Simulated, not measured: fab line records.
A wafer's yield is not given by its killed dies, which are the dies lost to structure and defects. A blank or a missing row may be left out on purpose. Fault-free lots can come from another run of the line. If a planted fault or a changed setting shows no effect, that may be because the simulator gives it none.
fab line records | flow sfq_line
record: lots: 6 | wafers: 18 | last_day: 91
route steps=325 shown R5@218 I5@228
lots that met no fault: taken from a fault-free run of the same line
start_h: hours from the record's opening day to when the first of the lot's shown wafers began | wait_h: hours since the lot's step before | " as in the row above | L1.1+2: a row that stands for several wafers | - value missing, or start not given | * or withheld: withheld | < > ~ a bound
route shown NAME@n: a module of which the file shows steps, and the number in the route of the first | usual: the fault-free wafers' mean and standard deviation | same: alike in all rows | chamber/n: place in a boat | sites: per-site readings | _std_site: how widely they spread, as a standard deviation | _edge_site: inner sites' mean taken away from outer sites' mean | radius_mm: how far each site lies from the wafer's centre | mask NAME#n: copy n | behind: tool/chamber where the wafer was last shaped | hold: what put the lot on hold/how long, in hours/how the hold closed | device: names the non-switching transistor (n, p or np) | end of line: the tests these same wafers got at the end of their route | a step given without rows: its recipe and nothing more | killed: dies lost to structure and defects at the first sort, not the wafer's yield | map: the dies of a wafer, with x for killed, . for not killed, _ for no die there
set.NAME: setting as actually run; set.NAME@STEP: the setting as run at that earlier step | model.NAME: the simulator's own value behind a step, which no gauge read
lots at some steps of the route; a table a step, a row a wafer
services: the hour from which a tool's chamber was out of use, counted from the record's first day as start_h (under 0 if before that day), plus the number of hours and why
== steps ==
step: SFQ_TRILAYER_R5_LITHO_COAT_136
recipe: resist: KrF | spin_rpm: 3000 | resist_thk_nm: 600
step: SFQ_TRILAYER_R5_LITHO_SOFTBAKE_140
recipe: temp_c: withheld | time_s: withheld | resist: KrF
step: SFQ_TRILAYER_R5_LITHO_EXPOSE_137
recipe: mask_id: R5 | na: 0.6 | source_shape: conventional | sigma_outer: 0.65 | target_cd_nm: 500 | dose_mj: 14.4
step: SFQ_TRILAYER_R5_LITHO_PEB_139
recipe: peb_temp_c: 115 | peb_time_s: 60 | resist: KrF
step: SFQ_TRILAYER_R5_LITHO_DEVELOP_138
recipe: time_s: 60 | resist: KrF
step: SFQ_R5_OVL_MEAS_935
usual: R5_OVL: 0/5.7
lot.wafer | tool       | chamber | start_h | wait_h | R5_OVL[nm]
L242.1    | overlay-02 | -       | 1387.41 | 0.1    | -5
L242.2    | "          | -       | "       | "      | 16
L242.3    | "          | -       | "       | "      | 10
L247.1    | overlay-02 | -       | 1453.08 | 0.1    | 6
L247.4    | "          | -       | "       | "      | -7
L247.5    | "          | -       | "       | "      | 3
L252.1    | overlay-01 | -       | 1507.33 | 0.1    | -6
L252.2    | "          | -       | "       | "      | -5
L252.5    | "          | -       | "       | "      | -5
L253.1    | overlay-02 | -       | 1512.13 | 0.1    | -1
L253.3    | "          | -       | "       | "      | -3
L253.6    | "          | -       | "       | "      | -5
L254.2    | overlay-02 | -       | 1515.74 | 0.1    | 1
L254.3    | "          | -       | "       | "      | 1
L254.6    | "          | -       | "       | "      | 4
L258.2    | overlay-01 | -       | 1557.35 | 0.1    | 5
L258.4    | "          | -       | "       | "      | 3
L258.6    | "          | -       | "       | "      | 8
step: SFQ_TRILAYER_R5_BARC_OPEN_METAL_ETCH_177
recipe: mask_material: PR | chemistry: O2 | target_depth_nm: 125 | target: BARC | icp_w: 600 | bias_w: 80 | pressure_mtorr: 10 | time_s: 41.7
usual: drypump_motor_current_A: 5.8/0.42 | oes_product_au: 0.686/0.0043
lot.wafer | tool         | chamber | start_h | wait_h | drypump_motor_current_A | oes_product_au | rf_hours_counter_h
L242.1    | rie_metal-01 | 1       | 1387.44 | 0.0    | 5.9                     | 0.688          | 87
L242.2    | "            | 0       | "       | "      | 6.4                     | 0.686          | 4
L242.3    | "            | 1       | "       | "      | 5.9                     | 0.683          | -
L247.1    | rie_metal-03 | 1       | 1453.12 | 0.0    | 6.0                     | 0.688          | 33
L247.4    | "            | 0       | "       | "      | 6.1                     | 0.692          | -
L247.5    | "            | 0       | "       | "      | 6.1                     | 0.688          | -
L252.1    | rie_metal-01 | 1       | 1507.37 | 0.0    | 5.9                     | 0.687          | 103
L252.2    | "            | 0       | "       | "      | 6.4                     | 0.680          | 20
L252.5    | "            | 0       | "       | "      | 6.4                     | 0.683          | -
L253.1    | rie_metal-04 | 1       | 1512.17 | 0.0    | 5.9                     | 0.684          | 39
L253.3    | "            | 1       | "       | "      | 5.8                     | 0.683          | -
L253.6    | "            | 0       | "       | "      | 5.1                     | 0.687          | -
L254.2    | rie_metal-01 | 1       | 1515.77 | 0.0    | 5.9                     | 0.688          | 105
L254.3    | "            | 0       | "       | "      | 6.4                     | 0.678          | -
L254.6    | "            | 1       | "       | "      | 5.9                     | 0.686          | -
L258.2    | rie_metal-04 | 0       | 1557.38 | 0.0    | 5.1                     | 0.687          | 126
L258.4    | "            | 0       | "       | "      | 5.1                     | 0.687          | -
L258.6    | "            | 0       | "       | "      | 5.1                     | 0.687          | -
step: SFQ_TRILAYER_R5_ETCH_METAL_ETCH_139
recipe: stop_on: SiO2 | mask_material: PR | chemistry: Cl2 | target_depth_nm: 60 | icp_w: 600 | bias_w: 82.87 | pressure_mtorr: 10 | time_s: 40
usual: drypump_motor_current_A: 5.9/0.42 | oes_product_au: 0.993/0.0046
lot.wafer | tool         | chamber | start_h | wait_h | drypump_motor_current_A | oes_product_au | rf_hours_counter_h
L242.1    | rie_metal-01 | 1       | 1387.50 | 0.0    | 5.9                     | 0.987          | 87
L242.2    | "            | 0       | "       | "      | 6.4                     | 0.985          | 4
L242.3    | "            | 1       | "       | "      | 5.9                     | 0.989          | -
L247.1    | rie_metal-03 | 1       | 1453.18 | 0.0    | 6.0                     | 0.990          | 33
L247.4    | "            | 0       | "       | "      | 6.1                     | 0.991          | -
L247.5    | "            | 0       | "       | "      | 6.1                     | 0.988          | -
L252.1    | rie_metal-01 | 1       | 1507.43 | 0.0    | 5.9                     | 0.992          | 103
L252.2    | "            | 0       | "       | "      | 6.5                     | 0.994          | 20
L252.5    | "            | 0       | "       | "      | 6.5                     | 0.989          | -
L253.1    | rie_metal-04 | 1       | 1512.23 | 0.0    | 5.9                     | 0.987          | 39
L253.3    | "            | 1       | "       | "      | 5.8                     | 0.989          | -
L253.6    | "            | 0       | "       | "      | 5.1                     | 0.998          | -
L254.2    | rie_metal-01 | 1       | 1515.83 | 0.0    | 5.9                     | 0.996          | 105
L254.3    | "            | 0       | "       | "      | 6.5                     | 0.983          | -
L254.6    | "            | 1       | "       | "      | 5.9                     | 0.998          | -
L258.2    | rie_metal-04 | 0       | 1557.43 | 0.0    | 5.1                     | 0.993          | 126
L258.4    | "            | 0       | "       | "      | 5.1                     | 0.994          | -
L258.6    | "            | 0       | "       | "      | 5.1                     | 0.994          | -
step: SFQ_TRILAYER_R5_STRIP_STRIP_140
recipe: gas: O2 | power_w: 200 | platen_temp_c: 40 | overash_fraction: 0.65 | chemistry: O2 | pressure_mtorr: 50
usual: drypump_motor_current_A: 5.8/0.42 | oes_product_au: 1.000/0.0074
lot.wafer | tool         | chamber | start_h | wait_h | drypump_motor_current_A | oes_product_au | rf_hours_counter_h
L242.1    | rie_metal-01 | 1       | 1387.56 | 0.0    | 5.9                     | 0.995          | 87
L242.2    | "            | 0       | "       | "      | 6.4                     | 0.982          | 4
L242.3    | "            | 1       | "       | "      | 5.9                     | 0.988          | -
L247.1    | rie_metal-03 | 1       | 1453.24 | 0.0    | 6.0                     | 1.004          | 34
L247.4    | "            | 0       | "       | "      | 6.1                     | 1.007          | -
L247.5    | "            | 0       | "       | "      | 6.1                     | 1.005          | -
L252.1    | rie_metal-01 | 1       | 1507.49 | 0.0    | 5.9                     | 1.000          | 103
L252.2    | "            | 0       | "       | "      | 6.4                     | 1.007          | 20
L252.5    | "            | 0       | "       | "      | 6.5                     | 0.998          | -
L253.1    | rie_metal-04 | 1       | 1512.29 | 0.0    | 5.8                     | 1.002          | 39
L253.3    | "            | 1       | "       | "      | 5.8                     | 0.999          | -
L253.6    | "            | 0       | "       | "      | 5.1                     | 1.009          | -
L254.2    | rie_metal-01 | 1       | 1515.89 | 0.0    | 5.9                     | 0.997          | 105
L254.3    | "            | 0       | "       | "      | 6.5                     | 0.997          | -
L254.6    | "            | 1       | "       | "      | 5.9                     | 1.002          | -
L258.2    | rie_metal-04 | 0       | 1557.49 | 0.0    | 5.1                     | 1.007          | 126
L258.4    | "            | 0       | "       | "      | 5.1                     | 1.006          | -
L258.6    | "            | 0       | "       | "      | 5.1                     | 1.005          | -
step: SFQ_TRILAYER_R5_STRIP_SOLV_CLEAN_141
recipe: chemistry: NMP | temp_c: 70 | time_s: 600
step: SFQ_TRILAYER_A5C_DEP_PECVD_142
recipe: material: SiO2 | temp_c: 150 | time_s: 15.556 | pressure_torr: 2.4 | rf_w: 183.3 | precursor: SiH4/N2O | target_thk_nm: 70
usual: heater_power_w: 80/15 | throttle_valve_pct: 24.8/1.5
lot.wafer | tool     | chamber | start_h | wait_h | heater_power_w | throttle_valve_pct
L242.1    | pecvd-03 | 0       | 1388.34 | 0.0    | 80             | 23.1
L242.2    | "        | 2       | "       | "      | 86             | 25.8
L242.3    | "        | 1       | "       | "      | 74             | 26.4
L247.1    | pecvd-04 | 2       | 1454.03 | 0.0    | 87             | 22.4
L247.4    | "        | 2       | "       | "      | 89             | 22.3
L247.5    | "        | 0       | "       | "      | 49             | 23.6
L252.1    | pecvd-03 | 0       | 1508.26 | 0.0    | 82             | 23.2
L252.2    | "        | 1       | "       | "      | 72             | 27.2
L252.5    | "        | 0       | "       | "      | 82             | 23.3
L253.1    | pecvd-04 | 1       | 1513.06 | 0.0    | 75             | 24.6
L253.3    | "        | 2       | "       | "      | 82             | 22.4
L253.6    | "        | 2       | "       | "      | 84             | 22.4
L254.2    | pecvd-03 | 0       | 1516.66 | 0.0    | 71             | 23.5
L254.3    | "        | 1       | "       | "      | 79             | 27.4
L254.6    | "        | 2       | "       | "      | 86             | 26.4
L258.2    | pecvd-04 | 2       | 1558.28 | 0.0    | 91             | 22.5
L258.4    | "        | 2       | "       | "      | 93             | 22.6
L258.6    | "        | 2       | "       | "      | 92             | 22.4
step: SFQ_TRILAYER_I5_LITHO_COAT_149
recipe: resist: BARC | spin_rpm: 3000 | resist_thk_nm: 62
step: SFQ_TRILAYER_I5_LITHO_COAT_144
recipe: resist: KrF | spin_rpm: 3000 | resist_thk_nm: 650
usual: chill_plate_temp_C: 23.00/0.11
lot.wafer | tool           | chamber | start_h | wait_h | chill_plate_temp_C | model.KrF_of_TRILAYER_I5_LITHO_COAT_144.thk_nm
L242.1    | litho_track-01 | 0       | 1388.66 | 0.2    | 22.97              | 649.7
L242.2    | "              | 0       | "       | "      | 22.89              | 651
L242.3    | "              | 0       | "       | "      | 23.11              | 651.3
L247.1    | litho_track-02 | 0       | 1454.35 | 0.2    | 23.04              | 653.3
L247.4    | "              | 0       | "       | "      | 22.95              | 651.3
L247.5    | "              | 0       | "       | "      | 23.03              | 652
L252.1    | litho_track-01 | 0       | 1508.59 | 0.2    | 22.89              | 601.5
L252.2    | "              | 0       | "       | "      | 22.84              | 601.1
L252.5    | "              | 0       | "       | "      | 23.02              | 598.9
L253.1    | litho_track-01 | 0       | 1513.39 | 0.2    | 23.22              | 598.9
L253.3    | "              | 0       | "       | "      | 23.07              | 599.6
L253.6    | "              | 0       | "       | "      | 23.08              | 598.2
L254.2    | litho_track-02 | 0       | 1517.43 | 0.2    | 22.95              | 652.8
L254.3    | "              | 0       | "       | "      | 22.90              | 650
L254.6    | "              | 0       | "       | "      | 22.84              | 651.7
L258.2    | litho_track-04 | 0       | 1558.67 | 0.2    | 23.03              | 651
L258.4    | "              | 0       | "       | "      | 23.13              | 650.9
L258.6    | "              | 0       | "       | "      | 23.05              | 649.2
step: SFQ_TRILAYER_I5_LITHO_SOFTBAKE_148
recipe: temp_c: withheld | time_s: withheld | resist: KrF
step: SFQ_TRILAYER_I5_LITHO_EXPOSE_145
recipe: mask_id: I5 | na: 0.6 | source_shape: conventional | sigma_outer: 0.65 | target_cd_nm: 700 | dose_mj: 21.3
step: SFQ_TRILAYER_I5_LITHO_PEB_147
recipe: peb_temp_c: 115 | peb_time_s: 60 | resist: KrF
step: SFQ_TRILAYER_I5_LITHO_DEVELOP_146
recipe: time_s: 60 | resist: KrF
step: SFQ_I5_OVL_MEAS_936
usual: I5_OVL: -1/4.4
lot.wafer | tool       | chamber | start_h | wait_h | I5_OVL[nm]
L242.1    | overlay-02 | -       | 1517.08 | 0.1    | 4
L242.2    | "          | -       | "       | "      | 0
L242.3    | "          | -       | "       | "      | 0
L247.1    | overlay-02 | -       | 1565.74 | 0.1    | 2
L247.4    | "          | -       | "       | "      | 2
L247.5    | "          | -       | "       | "      | 2
L252.1    | overlay-02 | -       | 1621.73 | 0.1    | -4
L252.2    | "          | -       | "       | "      | -8
L252.5    | "          | -       | "       | "      | -6
L253.1    | overlay-02 | -       | 1627.73 | 0.1    | -1
L253.3    | "          | -       | "       | "      | -8
L253.6    | "          | -       | "       | "      | 5
L254.2    | overlay-01 | -       | 1631.33 | 0.1    | 2
L254.3    | "          | -       | "       | "      | 1
L254.6    | "          | -       | "       | "      | 1
L258.2    | overlay-02 | -       | 1663.73 | 0.1    | 2
L258.4    | "          | -       | "       | "      | 4
L258.6    | "          | -       | "       | "      | 2
step: SFQ_TRILAYER_I5_BARC_OPEN_VIA_ETCH_200
recipe: mask_material: PR | chemistry: O2 | target_depth_nm: 125 | target: BARC | source_w: 500 | bias_w: 80 | pressure_mtorr: 30 | time_s: 41.7
usual: drypump_motor_current_A: 5.6/0.4 | oes_product_au: 0.684/0.0045
lot.wafer | tool        | chamber | start_h | wait_h | drypump_motor_current_A | oes_product_au | rf_hours_counter_h | model.KrF_of_TRILAYER_I5_LITHO_COAT_144.thk_nm
L242.1    | rie_diel-02 | 0       | 1517.12 | 0.0    | 5.1                     | 0.683          | 15                 | 571.8
L242.2    | "           | 2       | "       | "      | 6.1                     | 0.686          | 17                 | 573.6
L242.3    | "           | 1       | "       | "      | 6.1                     | 0.680          | 15                 | 573.9
L247.1    | rie_diel-03 | 1       | 1565.78 | 0.0    | 5.8                     | 0.686          | 17                 | 576.3
L247.4    | "           | 2       | "       | "      | 5.7                     | 0.686          | 6                  | 573.4
L247.5    | "           | 1       | "       | "      | 5.8                     | 0.690          | -                  | 575.1
L252.1    | rie_diel-02 | 0       | 1621.76 | 0.0    | 5.1                     | 0.697          | 16                 | 523.8
L252.2    | "           | 1       | "       | "      | 6.1                     | 0.684          | 16                 | 523.9
L252.5    | "           | 3       | "       | "      | 5.4                     | 0.687          | -                  | 522.2
L253.1    | rie_diel-04 | 2       | 1627.76 | 0.0    | 5.0                     | 0.682          | 13                 | 521.4
L253.3    | "           | 2       | "       | "      | 5.0                     | 0.686          | -                  | 522
L253.6    | "           | 1       | "       | "      | 6.0                     | 0.694          | -                  | 521
L254.2    | rie_diel-03 | 3       | 1631.36 | 0.0    | 6.0                     | 0.687          | 6                  | 574.8
L254.3    | "           | 2       | "       | "      | 5.8                     | 0.692          | 6                  | 571.8
L254.6    | "           | 3       | "       | "      | 6.0                     | 0.684          | -                  | 573.6
L258.2    | rie_diel-03 | 3       | 1663.76 | 0.0    | 6.0                     | 0.690          | 7                  | 572.8
L258.4    | "           | 2       | "       | "      | 5.7                     | 0.682          | 7                  | 572.9
L258.6    | "           | 0       | "       | "      | 5.2                     | 0.679          | -                  | 571.7
step: SFQ_TRILAYER_I5_ETCH_VIA_ETCH_147
recipe: stop_on: Nb | mask_material: PR | chemistry: CHF3 | target_depth_nm: 360 | source_w: 500 | bias_w: 80 | pressure_mtorr: 30 | time_s: withheld
usual: drypump_motor_current_A: 5.6/0.4 | oes_product_au: 0.990/0.0057
lot.wafer | tool        | chamber | start_h | wait_h | drypump_motor_current_A | oes_product_au
L242.1    | rie_diel-02 | 0       | 1517.16 | 0.0    | 5.1                     | 0.987
L242.2    | "           | 2       | "       | "      | 6.1                     | 0.988
L242.3    | "           | 1       | "       | "      | 5.9                     | 0.984
L247.1    | rie_diel-03 | 1       | 1565.82 | 0.0    | 5.9                     | 0.999
L247.4    | "           | 2       | "       | "      | 5.7                     | 0.991
L247.5    | "           | 1       | "       | "      | 5.8                     | 0.991
L252.1    | rie_diel-02 | 0       | 1621.80 | 0.0    | 5.1                     | 0.989
L252.2    | "           | 1       | "       | "      | 6.0                     | 0.978
L252.5    | "           | 3       | "       | "      | 5.4                     | 0.987
L253.1    | rie_diel-04 | 2       | 1627.82 | 0.0    | 5.0                     | 0.991
L253.3    | "           | 2       | "       | "      | 5.0                     | 0.995
L253.6    | "           | 1       | "       | "      | 6.0                     | 0.987
L254.2    | rie_diel-03 | 3       | 1631.40 | 0.0    | 6.0                     | 0.988
L254.3    | "           | 2       | "       | "      | 5.7                     | 0.998
L254.6    | "           | 3       | "       | "      | 6.0                     | 0.991
L258.2    | rie_diel-03 | 3       | 1663.80 | 0.0    | 6.0                     | 0.997
L258.4    | "           | 2       | "       | "      | 5.7                     | 1.000
L258.6    | "           | 0       | "       | "      | 5.2                     | 0.994
== services ==
tool         | chamber | start_h | hours | kind
rie_diel-02  | 3       | 1379.43 | 6.4   | repair
rie_metal-03 | -       | 1412.31 | 1.1   | repair
rie_diel-03  | -       | 1420.58 | 2.8   | pm
rie_diel-04  | 2       | 1424.23 | 6.1   | repair
rie_diel-02  | 1       | 1447.15 | 15.0  | repair
rie_diel-02  | 2       | 1449.72 | 5.0   | repair
pecvd-03     | 0       | 1450.96 | 3.9   | repair
rie_diel-02  | -       | 1462.57 | 0.8   | repair
rie_diel-03  | 0       | 1476.27 | 4.2   | repair
rie_diel-02  | 1       | 1486.54 | 6.0   | repair
rie_metal-03 | 1       | 1486.83 | 5.3   | repair
pecvd-04     | -       | 1506.68 | 6.0   | pm
rie_diel-03  | 2       | 1547.62 | 4.4   | repair
pecvd-04     | 1       | 1552.72 | 5.9   | repair
rie_diel-03  | -       | 1574.47 | 10.0  | pm
rie_diel-02  | 2       | 1594.63 | 32.3  | repair
rie_diel-03  | 2       | 1613.17 | 9.6   | repair
pecvd-04     | -       | 1619.48 | 1.7   | repair
pecvd-03     | 0       | 1624.72 | 4.4   | repair
pecvd-03     | -       | 1626.79 | 6.0   | pm
pecvd-03     | 0       | 1632.86 | 4.5   | repair
rie_diel-03  | 3       | 1635.01 | 4.2   | repair
rie_metal-04 | -       | 1637.14 | 1.4   | pm
rie_diel-03  | 0       | 1660.01 | 1.9   | repair
== key ==
first_sign none at tools or gauges
model_effect: step: SFQ_TRILAYER_I5_LITHO_COAT_144 | value: KrF_of_TRILAYER_I5_LITHO_COAT_144.thk_nm | without: 651.1 | struck: 599.7
model_effect: step: SFQ_TRILAYER_I5_BARC_OPEN_VIA_ETCH_200 | value: KrF_of_TRILAYER_I5_LITHO_COAT_144.thk_nm | without: 573.7 | struck: 522.4
met_at SFQ_TRILAYER_I5_LITHO_COAT_144
struck_wafers L252.1,L252.2,L252.5,L253.1,L253.3,L253.6
onset_between 1388.66 1508.59
fault: kind: process_parameter_drift | tool: litho_track-01 | chamber: - | onset_h: 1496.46 | steps: SFQ_TRILAYER_I5_LITHO_COAT_144 | channel: resist_thk_nm | offset: -51.288 | shape: step | end_h: 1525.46 | acts_in: these_recipes_only | stated: 650
